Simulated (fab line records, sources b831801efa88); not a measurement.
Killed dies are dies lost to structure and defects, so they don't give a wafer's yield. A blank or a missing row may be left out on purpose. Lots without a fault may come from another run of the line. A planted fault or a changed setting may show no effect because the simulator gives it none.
Which tool did it? | flow sky130 | 12 lots, 36 wafers sampled, at 1 step of a route of 708

WHAT THE GAUGES READ, wafer by wafer
SKY_FIELD_ISO_CD_MEAS_13: target cd 150 nm.
lot  | measured    | on        | cd_nm (nm)
L075 | day 2 10:50 | cd_sem-02 | 152.0 151.2 151.7
L077 | day 2 21:55 | cd_sem-01 | 151.2 150.7 150.8
L079 | day 3 07:13 | cd_sem-02 | 146.9 148.9 147.3
L081 | day 3 17:01 | cd_sem-01 | 149.9 150.5 150.5
L083 | day 4 03:44 | cd_sem-02 | 149.9 151.4 151.1
L085 | day 4 15:46 | cd_sem-02 | 149.7 149.2 150.3
L087 | day 5 00:32 | cd_sem-02 | 150.7 150.8 149.5
L089 | day 5 15:26 | cd_sem-01 | 149.5 149.4 149.4
L091 | day 5 22:37 | cd_sem-01 | 151.4 151.7 150.9
L093 | day 6 09:09 | cd_sem-02 | 149.9 150.3 150.1
L095 | day 6 18:52 | cd_sem-01 | 149.1 149.9 150.8
L097 | day 7 03:34 | cd_sem-02 | 147.4 147.2 149.1

WHICH TOOL RAN EACH LOT (tool, then ch and the chambers of the sampled wafers, then the start)
The record holds no process step before these readings.

THE ANSWER, worked out from the rows above alone
Rule: what is usual is taken from the lots themselves. Put in order of their means at a reading, lots are off if they are a third of the lots or fewer, leave a main group of 4 or more, and stand apart from it by a gap of 3 or more times the standard deviation of the main group's means; of several such gaps the widest counts. A main group whose means are all the same, to the digits that the tables above print for the reading, isn't used. A lot without any number at a reading at which 4 lots or more have one is off too. The other lots that the step has rows for count as sound.
No lot is off at any reading shown: from this, nothing can be told.

WHAT THE SIMULATOR HAD PUT IN
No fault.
